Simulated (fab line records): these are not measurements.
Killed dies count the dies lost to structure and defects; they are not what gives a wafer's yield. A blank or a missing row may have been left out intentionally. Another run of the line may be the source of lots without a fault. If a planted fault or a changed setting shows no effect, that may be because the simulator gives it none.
fab line records | flow sky130
record: lots: 6 wafers: 18 lastDay: 48
route steps=708 shown CONTACT@426 METAL1@434 PAD_OPEN@708
lots with no fault: from the same line, run without faults
startH: start of the lot's first displayed wafer, in hours after the record's first day | waitH: hours elapsed since this lot's preceding step | " same as the row above | L1.1+2: a row that stands for several wafers | - value missing, or start not given | * or withheld: withheld | < > ~ a bound
route shown NAME@n: NAME is a module with steps in the file, n the number in the route of the first one | usual: mean/standard deviation taken from wafers without a fault | same: alike in all rows | chamber/n: place in a boat | sites: readings site by site | _std_site: the standard deviation of these | _edge_site: outer sites' mean less inner sites' | radiusMm: how far each site lies from the wafer's centre | mask NAME#n: copy n | behind: the last tool/chamber to shape the wafer | hold: why the lot went on hold/how many hours it stayed there/how the hold came to an end | device: the transistor (n, p or np) that didn't switch | end of line: the same wafers' tests at the end of the route | where a step has no rows: the recipe by itself | killed: the dies lost at the first sort to structure and to defects; this is not the yield of the wafer | map: shows each die of a wafer: x if killed, . if not, _ if none is there
set.NAME: the setting that was run; set.NAME@STEP: the one run at that earlier step | model.NAME: the simulator's own value behind a step, which no gauge read
lots at some steps of the route; a table a step, a row a wafer
services: from which hour (startH, from the record's first day; less than 0 if before it) a tool's chamber was out of use, for how many hours, and why
== steps ==
step: SKY_CONTACT_STRIP_20
recipe: chemistry: postEtchResidueRemover timeS: 1200 tempC: 72.5
step: SKY_CONTACT_CLEAN_21
recipe: chemistry: IPA timeS: 180 tempC: 25
step: SKY_CONTACT_CLEAN_22
recipe: chemistry: O3/DIW dry: n2Spin
step: SKY_CONTACT_SPUTTER_23
recipe: material: TiN targetThkNm: 20 chamberPressurePa: 5 powerW: 4000 timeS: 80
usual: chamberPressurePa: 5.000/0.011 throttleValvePct: 30.0/0.75
columns lot.wafer tool chamber startH waitH chamberPressurePa throttleValvePct
L535.1 pvdSputter-03 - 738.19 0.0 5.011 29.4
L535.2 " - " " 5.028 31.3
L535.6 " - " " 4.996 29.1
L540.1 pvdSputter-03 - 792.45 0.0 4.994 29.5
L540.2 " - " " 4.981 29.8
L540.4 " - " " 4.988 29.2
L546.1 pvdSputter-03 - 830.70 0.0 4.996 31.1
L546.3 " - " " 5.002 29.8
L546.6 " - " " 4.987 29.7
L547.1 pvdSputter-02 - 840.21 0.0 5.013 30.6
L547.2 " - " " 5.013 31.3
L547.6 " - " " 4.994 29.1
L548.1 pvdSputter-02 - 843.15 0.0 4.988 30.9
L548.3 " - " " 4.989 29.1
L548.6 " - " " 4.984 30.4
L550.1 pvdSputter-03 - 853.25 0.0 4.991 29.1
L550.2 " - " " 5.004 29.6
L550.5 " - " " 5.010 29.0
step: SKY_CONTACT_CVD_24
recipe: material: W targetThkNm: 340 timeS: 102.12 tempC: 400 pressureTorr: 40
usual: heaterPowerW: 868/57
columns lot.wafer tool chamber startH waitH heaterPowerW
L535.1 cvdW-02 0 738.25 0.0 790
L535.2 " 0 " " 807
L535.6 " 0 " " 800
L540.1 cvdW-02 0 792.51 0.0 797
L540.2 " 1 " " 940
L540.4 " 0 " " 776
L546.1 cvdW-02 1 830.76 0.0 960
L546.3 " 0 " " 805
L546.6 " 1 " " 913
L547.1 cvdW-02 1 840.27 0.0 940
L547.2 " 0 " " 808
L547.6 " 1 " " 922
L548.1 cvdW-02 0 843.21 0.0 817
L548.3 " 1 " " 936
L548.6 " 1 " " 967
L550.1 cvdW-01 0 853.31 0.0 900
L550.2 " 1 " " 849
L550.5 " 1 " " 847
step: SKY_CONTACT_RS_MEAS_25
recipe: thkMeasGauge: four-point-probe reads: W_of_CONTACT_CVD_24+TiN_of_CONTACT_SPUTTER_23
usual: CONTACT_W_RS: 0.338/0.0032
columns lot.wafer tool chamber startH waitH CONTACT_W_RS[ohm/sq]
L535.1 filmMetro-02 - 738.47 0.2 0.342
L535.2 " - " " 0.338
L535.6 " - " " 0.339
L540.1 filmMetro-03 - 792.62 0.1 0.341
L540.2 " - " " 0.337
L540.4 " - " " 0.341
L546.1 filmMetro-04 - 830.87 0.1 0.339
L546.3 " - " " 0.340
L546.6 " - " " 0.337
L547.1 filmMetro-04 - 840.38 0.1 0.341
L547.2 " - " " 0.344
L547.6 " - " " 0.339
L548.1 filmMetro-04 - 843.32 0.1 0.342
L548.3 " - " " 0.339
L548.6 " - " " 0.338
L550.1 filmMetro-03 - 853.42 0.1 0.337
L550.2 " - " " 0.341
L550.5 " - " " 0.341
step: SKY_CONTACT_THK_MEAS_26
recipe: thkMeasGauge: xrf reads: W_of_CONTACT_CVD_24
usual: CONTACT_W_THK: 349/5
columns lot.wafer tool chamber startH waitH CONTACT_W_THK[nm]
L535.1 filmMetro-02 - 738.59 0.1 340
L535.2 " - " " 343
L535.6 " - " " 344
L540.1 filmMetro-03 - 792.74 0.1 350
L540.2 " - " " 351
L540.4 " - " " 352
L546.1 filmMetro-04 - 830.99 0.1 351
L546.3 " - " " 350
L546.6 " - " " 353
L547.1 filmMetro-04 - 840.50 0.1 346
L547.2 " - " " 341
L547.6 " - " " 344
L548.1 filmMetro-04 - 843.44 0.1 344
L548.3 " - " " 346
L548.6 " - " " 346
L550.1 filmMetro-03 - 853.54 0.1 347
L550.2 " - " " 345
L550.5 " - " " 346
step: SKY_CONTACT_CMP_27
recipe: stopOn: SiO2 tOverpolishS: 15 downForcePsi: 3.5 platenRpm: 60 targetThkNm: 0 padVelocityMS: 0.94248
step: SKY_METAL1_SPUTTER_00
recipe: material: Ti targetThkNm: 15 powerW: 3000 timeS: 10 chamberPressurePa: 0.4
usual: chamberPressurePa: 0.3999/0.00077 throttleValvePct: 29.8/0.78
columns lot.wafer tool chamber startH waitH chamberPressurePa throttleValvePct
L535.1 pvdSputter-01 - 738.95 0.1 0.3998 29.7
L535.2 " - " " 0.4003 29.1
L535.6 " - " " 0.4007 29.9
L540.1 pvdSputter-02 - 793.10 0.1 0.4011 30.9
L540.2 " - " " 0.3999 30.4
L540.4 " - " " 0.4008 30.6
L546.1 pvdSputter-02 - 831.35 0.1 0.3988 30.9
L546.3 " - " " 0.4005 30.2
L546.6 " - " " 0.4006 30.7
L547.1 pvdSputter-03 - 840.86 0.2 0.4011 29.3
L547.2 " - " " 0.3986 31.4
L547.6 " - " " 0.3995 29.5
L548.1 pvdSputter-03 - 843.80 0.2 0.3995 31.3
L548.3 " - " " 0.4001 29.4
L548.6 " - " " 0.4000 29.3
L550.1 pvdSputter-02 - 853.90 0.2 0.4001 30.4
L550.2 " - " " 0.4005 29.0
L550.5 " - " " 0.3991 30.3
step: SKY_METAL1_SPUTTER_01
recipe: material: TiN targetThkNm: 20 powerW: 6500 timeS: 16.7 chamberPressurePa: 0.4
usual: chamberPressurePa: 0.4000/0.00075 throttleValvePct: 29.8/0.78
columns lot.wafer tool chamber startH waitH chamberPressurePa throttleValvePct
L535.1 pvdSputter-01 - 738.97 0.0 0.3993 29.4
L535.2 " - " " 0.3998 28.6
L535.6 " - " " 0.3998 29.8
L540.1 pvdSputter-02 - 793.12 0.0 0.4008 31.1
L540.2 " - " " 0.4003 30.3
L540.4 " - " " 0.4012 30.4
L546.1 pvdSputter-02 - 831.37 0.0 0.3994 30.9
L546.3 " - " " 0.4010 30.3
L546.6 " - " " 0.3987 30.4
L547.1 pvdSputter-03 - 840.88 0.0 0.3995 29.6
L547.2 " - " " 0.3994 31.2
L547.6 " - " " 0.3993 29.4
L548.1 pvdSputter-03 - 843.82 0.0 0.4010 31.3
L548.3 " - " " 0.3998 29.8
L548.6 " - " " 0.3999 29.4
L550.1 pvdSputter-02 - 853.92 0.0 0.4005 30.4
L550.2 " - " " 0.3999 29.2
L550.5 " - " " 0.4001 30.5
step: SKY_METAL1_SPUTTER_02
recipe: material: AlCu targetThkNm: 250 powerW: 10600 timeS: 13.3 chamberPressurePa: 0.4
usual: chamberPressurePa: 0.4000/0.00078 throttleValvePct: 29.8/0.78
columns lot.wafer tool chamber startH waitH chamberPressurePa throttleValvePct
L535.1 pvdSputter-01 - 739.00 0.0 0.4005 29.9
L535.2 " - " " 0.4001 28.9
L535.6 " - " " 0.3997 29.6
L540.1 pvdSputter-02 - 793.15 0.0 0.4003 31.0
L540.2 " - " " 0.4001 30.2
L540.4 " - " " 0.4007 30.5
L546.1 pvdSputter-02 - 831.40 0.0 0.4007 31.1
L546.3 " - " " 0.3997 30.5
L546.6 " - " " 0.3997 30.5
L547.1 pvdSputter-03 - 840.91 0.0 0.3997 29.8
L547.2 " - " " 0.4017 31.4
L547.6 " - " " 0.4002 29.3
L548.1 pvdSputter-03 - 843.85 0.0 0.3988 31.3
L548.3 " - " " 0.4004 29.3
L548.6 " - " " 0.3995 29.6
L550.1 pvdSputter-02 - 853.95 0.0 0.4004 30.5
L550.2 " - " " 0.4000 29.2
L550.5 " - " " 0.4014 30.4
step: SKY_METAL1_SPUTTER_03
recipe: material: Ti targetThkNm: 5 powerW: 3000 timeS: 3.3 chamberPressurePa: 0.4
step: SKY_METAL1_SPUTTER_04
recipe: material: TiN targetThkNm: 70 powerW: 6500 timeS: 58.3 chamberPressurePa: 0.4
usual: chamberPressurePa: 0.4001/0.00091 throttleValvePct: 29.8/0.75
columns lot.wafer tool chamber startH waitH chamberPressurePa throttleValvePct
L535.1 pvdSputter-01 - 739.04 0.0 0.4008 29.5
L535.2 " - " " 0.3998 29.0
L535.6 " - " " 0.4014 29.6
L540.1 pvdSputter-02 - 793.19 0.0 0.3993 30.8
L540.2 " - " " 0.4005 30.5
L540.4 " - " " 0.3988 30.3
L546.1 pvdSputter-02 - 831.44 0.0 0.3768 32.1
L546.3 " - " " 0.3755 31.2
L546.6 " - " " 0.3765 31.4
L547.1 pvdSputter-03 - 840.95 0.0 0.4004 29.4
L547.2 " - " " 0.3999 31.3
L547.6 " - " " 0.4009 29.6
L548.1 pvdSputter-03 - 843.89 0.0 0.4013 31.2
L548.3 " - " " 0.4002 29.8
L548.6 " - " " 0.4000 29.7
L550.1 pvdSputter-02 - 853.99 0.0 0.3760 31.3
L550.2 " - " " 0.3771 30.4
L550.5 " - " " 0.3770 31.3
step: SKY_METAL1_RS_MEAS_05
recipe: thkMeasGauge: four-point-probe reads: TiN_of_METAL1_SPUTTER_04+Ti_of_METAL1_SPUTTER_03+AlCu_of_METAL1_SPUTTER_02+TiN_of_METAL1_SPUTTER_01+Ti_of_METAL1_SPUTTER_00
usual: METAL1_ALCU_RS: 0.1272/0.0016
columns lot.wafer tool chamber startH waitH METAL1_ALCU_RS[ohm/sq]
L535.1 filmMetro-02 - 739.09 0.0 0.1245
L535.2 " - " " 0.1252
L535.6 " - " " 0.1238
L540.1 filmMetro-02 - 793.24 0.0 0.1291
L540.2 " - " " 0.1281
L540.4 " - " " 0.1282
L546.1 filmMetro-02 - 831.49 0.0 0.1259
L546.3 " - " " 0.1261
L546.6 " - " " 0.1256
L547.1 filmMetro-01 - 841.00 0.0 0.1283
L547.2 " - " " 0.1263
L547.6 " - " " 0.1296
L548.1 filmMetro-04 - 843.94 0.0 0.1236
L548.3 " - " " 0.1240
L548.6 " - " " 0.1254
L550.1 filmMetro-04 - 854.04 0.0 0.1261
L550.2 " - " " 0.1279
L550.5 " - " " 0.1244
step: SKY_PAD_OPEN_PROBE_99
usual: defectLimitedYield: 82.7/1.9 killed_at_M0_to_M3: 43/6.8 killed_at_M4_up: 3.0/1.8 killedAtContacts: 23/5.4 killedAtFrontEnd: 15/4.4 killedAtOther: 0.3/0.51 killedDies: 85/9.2 killedOpen: 47/6.8 killedShort: 39/6.8 sort_bin_3_pad_short: 0.8/0.43 sort_bin_5_function: 10.3/1.5 sort_bin_6_memory: 6.2/0.96 sortNPass: 407/9.2 sortYieldPct: 82.7/1.9
same: grossDies: 492 killedAtBackSide: 0 sort_bin_4_leakage[%]: 0 sort_bin_8_speed[%]: 0
columns lot.wafer tool chamber startH waitH defectLimitedYield[%] killed_at_M0_to_M3 killed_at_M4_up killedAtContacts killedAtFrontEnd killedAtOther killedDies killedOpen killedShort sort_bin_3_pad_short[%] sort_bin_5_function[%] sort_bin_6_memory[%] sortNPass sortYieldPct[%]
L535.1 prober-02 - 1075.02 0.1 80.9 45 2 32 14 1 94 55 39 1.2 11.4 6.5 398 80.9
L535.2 prober-02 - 1075.07 0.1 79.3 55 1 26 20 0 102 53 49 1.2 11.8 7.7 390 79.3
L535.6 prober-02 - 1075.27 0.2 83.3 41 1 28 11 1 82 40 42 2.0 7.3 7.3 410 83.3
L546.1 prober-01 - 1144.43 0.1 81.9 42 5 20 22 0 89 53 36 0.8 11.0 6.3 403 81.9
L546.3 prober-01 - 1144.53 0.2 82.7 40 3 27 15 0 85 55 30 0.2 11.4 5.7 407 82.7
L546.6 prober-01 - 1144.68 0.2 82.5 47 3 25 11 0 86 43 43 0.8 11.4 5.3 406 82.5
L547.1 prober-02 - 1152.29 0.1 85.0 43 7 17 7 0 74 47 27 1.0 9.3 4.7 418 85.0
L547.2 prober-02 - 1152.34 0.1 82.5 38 4 27 17 0 86 44 42 0.4 11.4 5.7 406 82.5
L547.6 prober-02 - 1152.54 0.2 80.7 50 4 26 14 1 95 46 49 1.0 11.0 7.3 397 80.7
L548.1 prober-01 - 1155.84 0.1 82.9 40 4 24 15 1 84 39 45 0.8 10.4 5.9 408 82.9
L548.3 prober-01 - 1155.94 0.2 82.9 40 0 30 14 0 84 44 40 1.2 9.6 6.3 408 82.9
L548.6 prober-01 - 1156.09 0.2 81.9 42 4 26 17 0 89 51 37 1.2 11.8 5.1 403 81.9
L550.1 prober-01 - 1163.38 0.1 80.9 49 3 25 17 0 94 52 42 0.6 10.8 7.7 398 80.9
L550.2 prober-01 - 1163.43 0.1 78.9 58 3 31 12 0 104 61 43 0.8 13.4 6.9 388 78.9
L550.5 prober-01 - 1163.58 0.2 79.9 56 5 24 14 0 99 55 44 0.8 12.6 6.7 393 79.9
killed by level:class
L535.1 VIA1:geometricParticle:open=12 CONTACT:geometricParticle:open=10 LI_CONTACT:geometricParticle:open=10 VIA2:geometricParticle:open=6 CONTACT:geometricParticle:short=5 METAL2:geometricParticle:short=5 VIA3:geometricParticle:open=5 FIELD_ISO:geometricParticle:open=4
L535.2 VIA1:geometricParticle:open=17 METAL2:geometricParticle:short=9 LI_CONTACT:geometricParticle:open=7 CONTACT:geometricParticle:open=7 METAL1:geometricParticle:short=6 VIA2:geometricParticle:open=6 FIELD_ISO:geometricParticle:short=5 FIELD_ISO:geometricParticle:open=5
L535.6 METAL2:geometricParticle:short=12 VIA1:geometricParticle:open=10 CONTACT:geometricParticle:open=9 LI_CONTACT:geometricParticle:open=8 LI_CONTACT:geometricParticle:short=5 VIA1:geometricParticle:short=5 POLY_GATE:geometricParticle:open=4 LOCAL_INTERCONNECT:geometricParticle:short=4
L546.1 VIA1:geometricParticle:open=11 FIELD_ISO:geometricParticle:short=9 VIA2:geometricParticle:open=9 CONTACT:geometricParticle:open=8 FIELD_ISO:geometricParticle:open=5 POLY_GATE:geometricParticle:open=5 LI_CONTACT:geometricParticle:open=5 METAL1:geometricParticle:short=5
L546.3 VIA2:geometricParticle:open=11 LI_CONTACT:geometricParticle:open=10 CONTACT:geometricParticle:open=9 FIELD_ISO:geometricParticle:open=8 VIA3:geometricParticle:open=5 POLY_GATE:geometricParticle:open=4 VIA1:geometricParticle:open=4 CONTACT:geometricParticle:short=4
L546.6 LI_CONTACT:geometricParticle:open=10 VIA1:geometricParticle:open=10 METAL2:geometricParticle:short=7 CONTACT:geometricParticle:open=7 VIA1:geometricParticle:short=7 CONTACT:geometricParticle:short=6 VIA3:geometricParticle:short=6 VIA2:geometricParticle:open=6
L547.1 VIA1:geometricParticle:open=15 VIA3:geometricParticle:open=7 METAL2:geometricParticle:short=6 LI_CONTACT:geometricParticle:open=6 METAL4:geometricParticle:short=5 METAL2:geometricParticle:open=5 CONTACT:geometricParticle:short=4 FIELD_ISO:geometricParticle:open=3
L547.2 VIA1:geometricParticle:open=10 LI_CONTACT:geometricParticle:open=7 LI_CONTACT:geometricParticle:short=6 CONTACT:geometricParticle:open=6 VIA1:geometricParticle:short=6 POLY_GATE:geometricParticle:short=5 VIA3:geometricParticle:open=5 FIELD_ISO:geometricParticle:open=4
L547.6 VIA1:geometricParticle:open=11 METAL1:geometricParticle:short=9 VIA2:geometricParticle:open=8 CONTACT:geometricParticle:open=6 LI_CONTACT:geometricParticle:short=6 LOCAL_INTERCONNECT:geometricParticle:short=6 METAL2:geometricParticle:short=6 LI_CONTACT:geometricParticle:open=5
L548.1 CONTACT:geometricParticle:open=9 VIA1:geometricParticle:short=8 VIA3:geometricParticle:open=7 VIA3:geometricParticle:short=5 POLY_GATE:geometricParticle:open=5 LI_CONTACT:geometricParticle:open=5 POLY_GATE:geometricParticle:short=4 METAL1:geometricParticle:short=4
L548.3 LI_CONTACT:geometricParticle:open=14 VIA1:geometricParticle:open=9 METAL1:geometricParticle:short=7 CONTACT:geometricParticle:short=6 VIA3:geometricParticle:open=6 FIELD_ISO:geometricParticle:short=5 LI_CONTACT:geometricParticle:short=5 METAL2:geometricParticle:short=4
L548.6 LI_CONTACT:geometricParticle:open=9 CONTACT:geometricParticle:open=9 VIA1:geometricParticle:open=8 METAL2:geometricParticle:short=8 POLY_GATE:geometricParticle:open=5 VIA1:geometricParticle:short=5 VIA3:geometricParticle:open=5 POLY_GATE:geometricParticle:short=4
L550.1 VIA1:geometricParticle:open=11 VIA2:geometricParticle:open=10 LI_CONTACT:geometricParticle:open=8 CONTACT:geometricParticle:open=8 VIA3:geometricParticle:open=8 FIELD_ISO:geometricParticle:short=7 METAL1:geometricParticle:short=6 VIA1:geometricParticle:short=6
L550.2 VIA1:geometricParticle:open=15 CONTACT:geometricParticle:open=11 LI_CONTACT:geometricParticle:open=10 METAL2:geometricParticle:short=9 VIA1:geometricParticle:short=8 VIA2:geometricParticle:open=8 VIA3:geometricParticle:open=7 CONTACT:geometricParticle:short=5
L550.5 VIA1:geometricParticle:open=15 VIA3:geometricParticle:open=10 LI_CONTACT:geometricParticle:open=9 METAL1:geometricParticle:short=8 VIA1:geometricParticle:short=8 CONTACT:geometricParticle:short=6 CONTACT:geometricParticle:open=6 VIA2:geometricParticle:open=5
== services ==
columns tool chamber startH hours kind
pvdSputter-01 - 716.01 4.8 repair
cvdW-02 1 729.22 15.3 repair
pvdSputter-03 - 734.57 1.5 repair
pvdSputter-01 - 771.96 0.9 repair
cvdW-02 0 816.31 1.5 repair
pvdSputter-01 - 822.87 1.8 repair
cvdW-01 - 847.97 0.5 repair
cvdW-02 - 850.58 0.3 repair
cvdW-01 0 851.02 1.3 repair
== key ==
firstSign: step: SKY_METAL1_SPUTTER_04 reading: chamberPressurePa direction: down sigmas: 26 usual: 0.4001 struck: 0.3765
effect: step: SKY_METAL1_SPUTTER_04 reading: throttleValvePct direction: up sigmas: 2 usual: 29.8 struck: 31.3
metAt SKY_METAL1_SPUTTER_04
struckWafers L546.1,L546.3,L546.6,L550.1,L550.2,L550.5
onsetBetween 793.19 831.44
fault: kind: processParameterDrift tool: pvdSputter-02 chamber: - onsetH: 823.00 steps: SKY_METAL1_SPUTTER_04 channel: chamberPressurePa offset: -0.02419 shape: step endH: 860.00 actsIn: theseRecipesOnly stated: 0.4
